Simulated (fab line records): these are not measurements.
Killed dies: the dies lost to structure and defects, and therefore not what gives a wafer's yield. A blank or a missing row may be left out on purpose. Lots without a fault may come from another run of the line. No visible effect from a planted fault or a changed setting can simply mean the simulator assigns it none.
Comparing a struck lot with a sound one | flow sky130 | 15 steps out of a route of 708
Sound: the wafers L884.2, L884.3, L884.4. Wafers struck: L875.2, L875.3, L875.5. The cause is given at the end.
Order at every step that has rows: each side's tool, ch and its chambers, its first start. Under that, the readings that differ: sound wafers | struck wafers | difference of the means | sigmas: that difference in standard deviations of wafers without a fault.
alike: readings whose means differ by less than 2 such deviations, and words and numbers that are the same on both sides. not compared: withheld readings, readings that some wafer has no value for, bounds like >300 that may hide the same value, and numbers for which the record gives no deviation and whose values overlap.
A row with sigmas, a row that says differs or no value, or rows on one side alone: a step with any of these is where the two part. When numbers do not overlap yet have no deviation, they are printed without sigmas and do not part them. A reading that every wafer of one side lacks parts them only if that side has two wafers or more.

first, 1 step without rows for these wafers: SKY_LDD_P_IMPLANT_09.
SKY_LDD_P_STRIP_10: strips in O2/N2.
  sound on plasma-asher-02 ch 0,1, day 24 18:54; struck on plasma-asher-01 ch 0,1, day 21 04:08
  alike: drypump-motor-current-A, n2-flow-sccm, oes-product-au, strip-time-to-endpoint-s
  not compared: rf-hours-counter-h
SKY_LDD_P_TW_MEAS_11:
  sound on film-metro-02 at day 24 19:01; struck on film-metro-03 at day 21 04:14
  alike: LDD_P_TW
then, 7 steps without rows for these wafers: SKY_LDD_HVN_DEHYDRATE_00 (time 60 s); SKY_LDD_HVN_HMDS_01 (prime time 60 s); SKY_LDD_HVN_COAT_02 (resist thk 300 nm); SKY_LDD_HVN_SOFTBAKE_03 (time 60 s); SKY_LDD_HVN_EXPOSE_04 (exposes mask HVNTM, target cd 700 nm); SKY_LDD_HVN_PEB_05; SKY_LDD_HVN_DEVELOP_06 (develop time 60 s).
SKY_LDD_HVN_OVL_MEAS_07:
  sound on overlay-02 at day 26 00:14; struck on overlay-02 at day 22 10:23
  alike: LDD_HVN_OVL
then, 1 step without rows for these wafers: SKY_LDD_HVN_IMPLANT_08.
SKY_LDD_HVN_STRIP_09: strips in O2/N2.
  sound on plasma-asher-02 ch 0,1, day 26 00:25; struck on plasma-asher-04 ch 0, day 22 10:34
  reading             | sound             | struck            | difference | sigmas
  n2-flow-sccm (sccm) | 301.0 300.3 300.0 | 359.8 359.9 360.7 | +59.7      | +69
  alike: drypump-motor-current-A, oes-product-au, strip-time-to-endpoint-s
  not compared: rf-hours-counter-h
SKY_LDD_HVN_TW_MEAS_10:
  sound on film-metro-01 at day 26 00:32; struck on film-metro-01 at day 22 10:41
  alike: LDD_HVN_TW
-- the record jumps here: 24 days lie between the struck wafers' starts before and after (it left off in module LDD_HVN and takes up again in module PAD_OPEN, whose first step shown is number 708 of the route) --
SKY_PAD_OPEN_PROBE_99:
  sound on prober-02 at day 49 04:37; struck on prober-01 at day 46 17:26
  alike: killed_at_M0_to_M3, killed_at_M4_up, killed-at-contacts, killed-at-front-end, killed-at-other, killed-dies, killed-open, killed-short

## WHERE THEY PART
Only at SKY_LDD_HVN_STRIP_09, within this record. Later steps at which nothing parts them and some readings are alike: SKY_LDD_HVN_TW_MEAS_10, SKY_PAD_OPEN_PROBE_99.

WHY: whatever the simulator had introduced
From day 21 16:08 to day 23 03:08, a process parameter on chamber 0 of plasma-asher-04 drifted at SKY_LDD_HVN_STRIP_09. Setting n2-flow-sccm shifted by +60 from 300. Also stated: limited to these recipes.
